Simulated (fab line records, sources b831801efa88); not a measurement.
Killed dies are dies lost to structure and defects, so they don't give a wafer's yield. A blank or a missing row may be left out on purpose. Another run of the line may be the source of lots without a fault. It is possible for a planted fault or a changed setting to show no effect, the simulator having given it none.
2 desks, one fault | flow sfq line | each desk has only its own numbers; what lay behind them comes last

## THE METROLOGY DESK
What the gauges read, lot by lot, whatever tool the lot ran on: means of the sampled wafers that have a number. If a lot's mean is further than 4 standard deviations from the usual mean, the lot is out of limits and carries the mark OUT (the distance appears in the brackets).
Columns: A = J5_OVL at SFQ_JJ_OVL_MEAS_931, usual 0 nm
lot  | first seen here | A
L502 | day 44 11:38    | 5
L503 | day 44 19:16    | -4
L504 | day 44 20:28    | 0
L506 | day 45 01:31    | -4
L508 | day 52 03:39    | -6
L509 | day 52 06:03    | -3
L510 | day 57 21:47    | 4
L511 | day 58 00:12    | 2
L517 | day 58 22:25    | 4
L520 | day 59 02:00    | -9
L521 | day 60 16:34    | 3
L523 | day 61 04:34    | -3
L524 | day 62 09:47    | -1
L525 | day 73 23:00    | 4
Finding of this desk: none of the 14 lots has anything out of limits.

## FOR THE TOOL OWNER'S DESK: litho track-04
The tool's own readings at SFQ_TRILAYER_M6_LITHO_PEB_162 (peb time 60 s): means of the sampled wafers that have a number, for each lot that ran on this tool. If a lot's mean is further than 4 standard deviations from the usual mean, the lot is out of limits and carries the mark OUT (the distance appears in the brackets).
Columns: A = chill plate temp C at SFQ_TRILAYER_M6_LITHO_PEB_162, usual 22.99 C; B = exhaust pa at SFQ_TRILAYER_M6_LITHO_PEB_162, usual 44.9 Pa
lot  | first seen here | A     | B
L502 | day 62 03:30    | 23.00 | 45.5
L504 | day 62 07:06    | 22.93 | 43.4
L517 | day 74 22:23    | 22.95 | 45.8
L523 | day 78 22:19    | 23.10 | 44.3
Finding of this desk: none of the 4 lots has anything out of limits.

## TAKEN TOGETHER
Nothing out of limits was seen by the metrology desk.
The desk of the tool owner found nothing out of limits.

## WHAT THE SIMULATOR HAD INSERTED
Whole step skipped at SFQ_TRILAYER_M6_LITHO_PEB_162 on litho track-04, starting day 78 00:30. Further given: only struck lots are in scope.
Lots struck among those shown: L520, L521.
